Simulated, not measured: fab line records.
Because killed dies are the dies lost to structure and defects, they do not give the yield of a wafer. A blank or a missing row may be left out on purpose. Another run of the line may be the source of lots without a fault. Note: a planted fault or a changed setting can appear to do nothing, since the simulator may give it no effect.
Which tool is to blame? / flow gf180mcu / 39 wafers from 13 lots sampled at 5 of the route's 602 steps

WHAT THE GAUGES READ, wafer by wafer
GF_STI_THK_MEAS_02.
lot=L945; measured=day 2 02:31; on=filmMetro-01; STI_OXIDATION_THK (nm)=10.01 9.82 9.89
lot=L947; measured=day 2 14:39; on=filmMetro-03; STI_OXIDATION_THK (nm)=9.74 9.85 9.77
lot=L948; measured=day 2 17:31; on=filmMetro-01; STI_OXIDATION_THK (nm)=9.87 9.96 9.78
lot=L949; measured=day 2 22:31; on=filmMetro-03; STI_OXIDATION_THK (nm)=10.14 10.13 10.15
lot=L951; measured=day 3 08:31; on=filmMetro-03; STI_OXIDATION_THK (nm)=9.84 9.88 10.10
lot=L952; measured=day 3 13:31; on=filmMetro-01; STI_OXIDATION_THK (nm)=9.88 9.71 10.08
lot=L953; measured=day 3 21:34; on=filmMetro-02; STI_OXIDATION_THK (nm)=9.82 9.89 10.19
lot=L955; measured=day 4 06:52; on=filmMetro-02; STI_OXIDATION_THK (nm)=9.70 9.64 9.84
lot=L961; measured=day 5 10:36; on=filmMetro-01; STI_OXIDATION_THK (nm)=10.04 10.03 10.04
lot=L962; measured=day 5 15:34; on=filmMetro-02; STI_OXIDATION_THK (nm)=9.75 9.73 9.77
lot=L963; measured=day 5 20:31; on=filmMetro-01; STI_OXIDATION_THK (nm)=10.05 10.15 10.16
lot=L964; measured=day 6 02:47; on=filmMetro-01; STI_OXIDATION_THK (nm)=10.27 10.33 10.26
lot=L965; measured=day 6 06:31; on=filmMetro-01; STI_OXIDATION_THK (nm)=10.08 10.05 9.99

GF_HV_LDD_TW_MEAS_23.
lot=L945; measured=day 11 11:07; on=filmMetro-03; HV_LDD_2_TW=1058 1068 1057
lot=L947; measured=day 12 14:52; on=filmMetro-03; HV_LDD_2_TW=1063 1058 1063
lot=L948; measured=day 13 00:13; on=filmMetro-02; HV_LDD_2_TW=1063 1067 1061
lot=L949; measured=day 13 12:37; on=filmMetro-02; HV_LDD_2_TW=1066 1062 1058
lot=L951; measured=day 14 01:31; on=filmMetro-03; HV_LDD_2_TW=1056 1053 1051
lot=L952; measured=day 14 07:58; on=filmMetro-03; HV_LDD_2_TW=1004 1001 996 1005 1003 1004
lot=L953; measured=day 14 16:35; on=filmMetro-04; HV_LDD_2_TW=1066 1070 1067
lot=L955; measured=day 15 00:50; on=filmMetro-04; HV_LDD_2_TW=1016 1021 1018 1023 1022 1020
lot=L961; measured=day 16 14:16; on=filmMetro-02; HV_LDD_2_TW=1057 1057 1051
lot=L962; measured=day 16 23:20; on=filmMetro-02; HV_LDD_2_TW=1054 1059 1058
lot=L963; measured=day 17 08:37; on=filmMetro-02; HV_LDD_2_TW=1055 1056 1058
lot=L964; measured=day 17 15:14; on=filmMetro-02; HV_LDD_2_TW=1052 1049 1051
lot=L965; measured=day 17 21:12; on=filmMetro-03; HV_LDD_2_TW=1054 1055 1062

GF_HV_LDD_RS_MEAS_53: uses a four-point probe to measure.
lot=L945; measured=day 13 03:08; on=filmMetro-02; HV_LDD_RS (ohm/sq)=418.5 417.9 419.0
lot=L947; measured=day 14 08:29; on=filmMetro-04; HV_LDD_RS (ohm/sq)=417.2 417.7 416.8
lot=L948; measured=day 14 18:04; on=filmMetro-02; HV_LDD_RS (ohm/sq)=417.6 418.0 418.3
lot=L949; measured=day 15 07:16; on=filmMetro-03; HV_LDD_RS (ohm/sq)=418.5 418.3 418.3
lot=L951; measured=day 15 19:38; on=filmMetro-03; HV_LDD_RS (ohm/sq)=419.9 418.0 419.0
lot=L952; measured=day 16 03:37; on=filmMetro-04; HV_LDD_RS (ohm/sq)=416.2 416.9 417.4
lot=L953; measured=day 16 12:35; on=filmMetro-02; HV_LDD_RS (ohm/sq)=416.9 416.5 418.0
lot=L955; measured=day 16 20:49; on=filmMetro-02; HV_LDD_RS (ohm/sq)=419.5 419.2 418.6
lot=L961; measured=day 18 11:50; on=filmMetro-02; HV_LDD_RS (ohm/sq)=416.2 415.6 416.0
lot=L962; measured=day 18 22:11; on=filmMetro-04; HV_LDD_RS (ohm/sq)=417.6 416.0 417.2
lot=L963; measured=day 19 08:02; on=filmMetro-03; HV_LDD_RS (ohm/sq)=418.5 418.9 418.4
lot=L964; measured=day 19 14:14; on=filmMetro-04; HV_LDD_RS (ohm/sq)=418.0 417.3 416.6
lot=L965; measured=day 19 22:22; on=filmMetro-04; HV_LDD_RS (ohm/sq)=416.0 416.3 417.6

EACH LOT AND THE TOOL THAT RAN IT (in order: tool; ch and the chambers of the sampled wafers; start)
lot=L945; GF_HV_LDD_IMPLANT_21=implanter-04 ch 0, day 11 10:52; GF_HV_LDD_STRIP_37=plasmaAsher-04 ch 0,1, day 12 06:29
lot=L947; GF_HV_LDD_IMPLANT_21=implanter-04 ch 0, day 12 14:37; GF_HV_LDD_STRIP_37=plasmaAsher-02 ch 0,1, day 13 11:31
lot=L948; GF_HV_LDD_IMPLANT_21=implanter-01 ch 0, day 12 23:58; GF_HV_LDD_STRIP_37=plasmaAsher-01 ch 0,1, day 13 21:16
lot=L949; GF_HV_LDD_IMPLANT_21=implanter-01 ch 0, day 13 12:22; GF_HV_LDD_STRIP_37=plasmaAsher-01 ch 0,1, day 14 09:55
lot=L951; GF_HV_LDD_IMPLANT_21=implanter-04 ch 0, day 14 01:16; GF_HV_LDD_STRIP_37=plasmaAsher-02 ch 0,1, day 14 22:17
lot=L952; GF_HV_LDD_IMPLANT_21=implanter-04 ch 0, day 14 07:43; GF_HV_LDD_STRIP_37=plasmaAsher-01 ch 0,1, day 15 05:32
lot=L953; GF_HV_LDD_IMPLANT_21=implanter-02 ch 0, day 14 16:20; GF_HV_LDD_STRIP_37=plasmaAsher-02 ch 0,1, day 15 14:25
lot=L955; GF_HV_LDD_IMPLANT_21=implanter-04 ch 0, day 15 00:37; GF_HV_LDD_STRIP_37=plasmaAsher-02 ch 0,1, day 15 22:41
lot=L961; GF_HV_LDD_IMPLANT_21=implanter-02 ch 0, day 16 14:01; GF_HV_LDD_STRIP_37=plasmaAsher-04 ch 0,1, day 17 12:32
lot=L962; GF_HV_LDD_IMPLANT_21=implanter-02 ch 0, day 16 23:08; GF_HV_LDD_STRIP_37=plasmaAsher-04 ch 0,1, day 17 21:47
lot=L963; GF_HV_LDD_IMPLANT_21=implanter-01 ch 0, day 17 08:22; GF_HV_LDD_STRIP_37=plasmaAsher-01 ch 0,1, day 18 07:52
lot=L964; GF_HV_LDD_IMPLANT_21=implanter-04 ch 0, day 17 15:01; GF_HV_LDD_STRIP_37=plasmaAsher-04 ch 0,1, day 18 15:09
lot=L965; GF_HV_LDD_IMPLANT_21=implanter-01 ch 0, day 17 20:58; GF_HV_LDD_STRIP_37=plasmaAsher-04 ch 0,1, day 18 21:44
- GF_HV_LDD_IMPLANT_21
- GF_HV_LDD_STRIP_37: strips in O2/N2.

WHAT THE TOOLS THEMSELVES READ (means of the sampled wafers that have a number; where no wafer has one, the mark that the record gives instead)
GF_HV_LDD_IMPLANT_21.
lot=L945 tool=implanter-04 doseIonsCm2=5e+13 faradayCurrentUA=287
lot=L947 tool=implanter-04 doseIonsCm2=5e+13 faradayCurrentUA=284
lot=L948 tool=implanter-01 doseIonsCm2=5e+13 faradayCurrentUA=285
lot=L949 tool=implanter-01 doseIonsCm2=5e+13 faradayCurrentUA=281
lot=L951 tool=implanter-04 doseIonsCm2=5e+13 faradayCurrentUA=278
lot=L952 tool=implanter-04 doseIonsCm2=4e+13 faradayCurrentUA=242
lot=L953 tool=implanter-02 doseIonsCm2=5e+13 faradayCurrentUA=279
lot=L955 tool=implanter-04 doseIonsCm2=4e+13 faradayCurrentUA=239
lot=L961 tool=implanter-02 doseIonsCm2=5e+13 faradayCurrentUA=283
lot=L962 tool=implanter-02 doseIonsCm2=5e+13 faradayCurrentUA=280
lot=L963 tool=implanter-01 doseIonsCm2=5e+13 faradayCurrentUA=281
lot=L964 tool=implanter-04 doseIonsCm2=5e+13 faradayCurrentUA=280
lot=L965 tool=implanter-01 doseIonsCm2=5e+13 faradayCurrentUA=284

GF_HV_LDD_STRIP_37.
lot=L945; tool=plasmaAsher-04; drypumpMotorCurrentA (A)=5.58; heaterPowerW (W)=341; o2FlowSccm (sccm)=2995; oesProductAu (a.u.)=0.710; stripTimeToEndpointS (s)=12.618
lot=L947; tool=plasmaAsher-02; drypumpMotorCurrentA (A)=5.75; heaterPowerW (W)=351; o2FlowSccm (sccm)=2993; oesProductAu (a.u.)=0.719; stripTimeToEndpointS (s)=12.625
lot=L948; tool=plasmaAsher-01; drypumpMotorCurrentA (A)=5.51; heaterPowerW (W)=305; o2FlowSccm (sccm)=3007; oesProductAu (a.u.)=0.718; stripTimeToEndpointS (s)=12.675
lot=L949; tool=plasmaAsher-01; drypumpMotorCurrentA (A)=5.52; heaterPowerW (W)=307; o2FlowSccm (sccm)=3004; oesProductAu (a.u.)=0.713; stripTimeToEndpointS (s)=12.597
lot=L951; tool=plasmaAsher-02; drypumpMotorCurrentA (A)=5.91; heaterPowerW (W)=356; o2FlowSccm (sccm)=2999; oesProductAu (a.u.)=0.712; stripTimeToEndpointS (s)=12.611
lot=L952; tool=plasmaAsher-01; drypumpMotorCurrentA (A)=5.52; heaterPowerW (W)=317; o2FlowSccm (sccm)=3003; oesProductAu (a.u.)=0.714; stripTimeToEndpointS (s)=12.630
lot=L953; tool=plasmaAsher-02; drypumpMotorCurrentA (A)=5.91; heaterPowerW (W)=359; o2FlowSccm (sccm)=2996; oesProductAu (a.u.)=0.719; stripTimeToEndpointS (s)=12.572
lot=L955; tool=plasmaAsher-02; drypumpMotorCurrentA (A)=5.92; heaterPowerW (W)=351; o2FlowSccm (sccm)=3004; oesProductAu (a.u.)=0.717; stripTimeToEndpointS (s)=12.649
lot=L961; tool=plasmaAsher-04; drypumpMotorCurrentA (A)=5.78; heaterPowerW (W)=325; o2FlowSccm (sccm)=3002; oesProductAu (a.u.)=0.715; stripTimeToEndpointS (s)=12.620
lot=L962; tool=plasmaAsher-04; drypumpMotorCurrentA (A)=5.59; heaterPowerW (W)=344; o2FlowSccm (sccm)=2986; oesProductAu (a.u.)=0.714; stripTimeToEndpointS (s)=12.609
lot=L963; tool=plasmaAsher-01; drypumpMotorCurrentA (A)=5.53; heaterPowerW (W)=319; o2FlowSccm (sccm)=2995; oesProductAu (a.u.)=0.711; stripTimeToEndpointS (s)=12.596
lot=L964; tool=plasmaAsher-04; drypumpMotorCurrentA (A)=5.79; heaterPowerW (W)=326; o2FlowSccm (sccm)=3013; oesProductAu (a.u.)=0.713; stripTimeToEndpointS (s)=12.619
lot=L965; tool=plasmaAsher-04; drypumpMotorCurrentA (A)=5.60; heaterPowerW (W)=344; o2FlowSccm (sccm)=2997; oesProductAu (a.u.)=0.711; stripTimeToEndpointS (s)=12.601

THE ANSWER, worked out from the rows above alone
Rule: the usual values come from the lots themselves. Put in order of their means at a reading, lots are off if they are a third of the lots or fewer, leave a main group of 4 or more, and stand apart from it by a gap of 3 or more times the standard deviation of the main group's means; of several such gaps the widest counts. The tables above print the reading to a certain number of digits; a main group whose means all agree to those digits is not used. Also off: a lot with no number at a reading for which 4 or more lots have one. Where the step has rows for the other lots, those lots are counted as sound. The gauges are gone through in route order, then the tools' own readings, and for those a lot's mean is taken as printed above. At the first step where some lot is off, the reading lying furthest off is the one used; lots without a number count as furthest.
Off: at GF_HV_LDD_TW_MEAS_23 (HV_LDD_2_TW), L952, L955. Mean 1059 and standard deviation 4.7 in the main group.
If a tool, at a process step before that reading, ran all the lots that are off and no sound lot after the first of them, it fits. The gauges at GF_HV_LDD_TW_MEAS_23 aren't tried: what is off there is off at GF_HV_LDD_IMPLANT_21 too, on other tools, and a gauge's error can't cause that. Of those tried, none fits.

WHAT THE SIMULATOR HAD PUT IN
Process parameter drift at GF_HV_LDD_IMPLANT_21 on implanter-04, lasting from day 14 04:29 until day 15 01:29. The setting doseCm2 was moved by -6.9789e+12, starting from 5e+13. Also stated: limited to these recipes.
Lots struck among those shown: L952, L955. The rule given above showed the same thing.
